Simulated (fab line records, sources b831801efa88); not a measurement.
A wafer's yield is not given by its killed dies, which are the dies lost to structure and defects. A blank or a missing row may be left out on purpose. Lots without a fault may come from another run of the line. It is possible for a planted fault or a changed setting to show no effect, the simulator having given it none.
A lot that was struck, set against a sound lot	flow gf180mcu	33 steps out of a route of 602
Sound: the wafers L825.1, L825.3, L825.5. The struck wafers were L838.1, L838.3, L838.6. Last of all comes the cause.
Each step with rows lists, per side, the tool, then ch with its chambers, then its first start. Under that, the readings that differ: sound wafers	struck wafers	difference of the means	sigmas: that difference in standard deviations of wafers without a fault.
alike: readings whose means differ by less than 2 such deviations, and words and numbers that are the same on both sides. not compared: withheld readings, readings that some wafer has no value for, bounds like >300 that may hide the same value, and numbers for which the record gives no deviation and whose values overlap.
A row with sigmas, a row that says differs or no value, or rows on one side alone: a step with any of these is where the two part. Non-overlapping numbers with no deviation appear without sigmas and do not part them. Lack of a reading on every wafer of one side parts them only where that side has two or more wafers.

GF_HV_LDD_STRIP_22: strips in O2/N2.
  sound on plasma_asher-02 ch 0,1, day 11 10:43; struck on plasma_asher-02 ch 0,1, day 15 15:02
  alike: chamber_pressure_mTorr, drypump_motor_current_A, heater_power_w, oes_product_au, platen_temp_c, strip_time_to_endpoint_s
  not compared: rf_hours_counter_h
GF_HV_LDD_TW_MEAS_23:
  sound: film_metro-02 at day 11 10:49; struck: film_metro-01 at day 15 15:08
  alike: HV_LDD_2_TW
then, 7 steps without rows for these wafers: GF_HV_LDD_DEHYDRATE_24 (time 60 s); GF_HV_LDD_HMDS_25 (prime time 60 s); GF_HV_LDD_COAT_26 (resist thk 1000 nm); GF_HV_LDD_SOFTBAKE_27 (time 60 s); GF_HV_LDD_EXPOSE_28 (exposes mask Nplus HV AREA, target cd 400 nm); GF_HV_LDD_PEB_29; GF_HV_LDD_DEVELOP_30 (develop time 60 s).
GF_HV_LDD_CD_MEAS_31: the cd target is 400 nm.
  sound: cd_sem-02 at day 12 05:55; struck: cd_sem-01 at day 16 13:04
reading	sound	struck	difference	sigmas
cd_nm (nm)	396.4 398.9 396.0	402.2 402.7 401.8	+5.1	+2
GF_HV_LDD_OVL_MEAS_32:
  sound: overlay-01 at day 12 06:02; struck: overlay-02 at day 16 13:11
  alike: HV_LDD_02_OVL
following that, these wafers have no rows for 1 step: GF_HV_LDD_IMPLANT_33.
GF_HV_LDD_IMPLANT_34:
  sound on implanter-04 ch 0, day 12 06:13; struck on implanter-03, day 16 13:22
  no value came back on the struck wafers for beam_energy_keV, beam_on_s (s); on the sound wafers beam_energy_keV reads 59.984 60.007 59.957
then, 2 steps without rows for these wafers: GF_HV_LDD_IMPLANT_35; GF_HV_LDD_IMPLANT_36.
GF_HV_LDD_STRIP_37: strips in O2/N2.
  sound on plasma_asher-02 ch 0,1, day 12 06:40; struck on plasma_asher-02 ch 0,1, day 16 13:49
  alike: chamber_pressure_mTorr, drypump_motor_current_A, heater_power_w, oes_product_au, platen_temp_c, strip_time_to_endpoint_s
  not compared: rf_hours_counter_h
GF_HV_LDD_TW_MEAS_38:
  sound: film_metro-01 at day 12 06:46; struck: film_metro-02 at day 16 13:55
reading	sound	struck	difference	sigmas
HV_LDD_3_TW	1440 1450 1432	1292 1286 1281	-154	-7
then, 7 steps without rows for these wafers: GF_HV_LDD_DEHYDRATE_39 (time 60 s); GF_HV_LDD_HMDS_40 (prime time 60 s); GF_HV_LDD_COAT_41 (resist thk 1000 nm); GF_HV_LDD_SOFTBAKE_42 (time 60 s); GF_HV_LDD_EXPOSE_43 (exposes mask Pplus HV AREA, target cd 400 nm); GF_HV_LDD_PEB_44; GF_HV_LDD_DEVELOP_45 (develop time 60 s).
GF_HV_LDD_CD_MEAS_46: the cd target is 400 nm.
  sound: cd_sem-02 at day 13 02:22; struck: cd_sem-02 at day 17 12:20
reading	sound	struck	difference	sigmas
cd_nm (nm)	396.1 395.4 396.9	405.1 404.2 404.4	+8.4	+4
GF_HV_LDD_OVL_MEAS_47:
  sound: overlay-01 at day 13 02:29; struck: overlay-01 at day 17 12:28
  alike: HV_LDD_03_OVL
following that, these wafers have no rows for 1 step: GF_HV_LDD_IMPLANT_48.
GF_HV_LDD_STRIP_49: strips in O2/N2.
  sound on plasma_asher-04 ch 0,1, day 13 02:40; struck on plasma_asher-04 ch 0,1, day 17 12:38
  alike: chamber_pressure_mTorr, drypump_motor_current_A, heater_power_w, oes_product_au, platen_temp_c, strip_time_to_endpoint_s
  not compared: rf_hours_counter_h
GF_HV_LDD_TW_MEAS_50:
  sound: film_metro-03 at day 13 02:46; struck: film_metro-01 at day 17 12:44
  alike: HV_LDD_4_TW
then, 1 step without rows for these wafers: GF_HV_LDD_CLEAN_51 (cleans in SC1/SC2, time 150 s).
GF_HV_LDD_RTA_52: time 10 s.
  sound on rtp_anneal-01 ch 0, day 13 02:52; struck on rtp_anneal-01 ch 0, day 17 12:51
  alike: lamp_power_pct, wafer_temp_C_max
GF_HV_LDD_RS_MEAS_53: a four-point-probe measurement.
  sound: film_metro-03 at day 13 02:56; struck: film_metro-01 at day 17 12:55
reading	sound	struck	difference	sigmas
HV_LDD_RS (ohm/sq)	418.4 417.4 418.1	439.7 439.6 439.4	+21.6	+25
then, 1 step without rows for these wafers: GF_HV_LDD_CVD_54 (deposits SiO2 from TEOS, target thk 10 nm, time 75 s).

## WHERE THEY PART
First at GF_HV_LDD_CD_MEAS_31; last, within this record, at GF_HV_LDD_RS_MEAS_53.

WHY: whatever the simulator had introduced
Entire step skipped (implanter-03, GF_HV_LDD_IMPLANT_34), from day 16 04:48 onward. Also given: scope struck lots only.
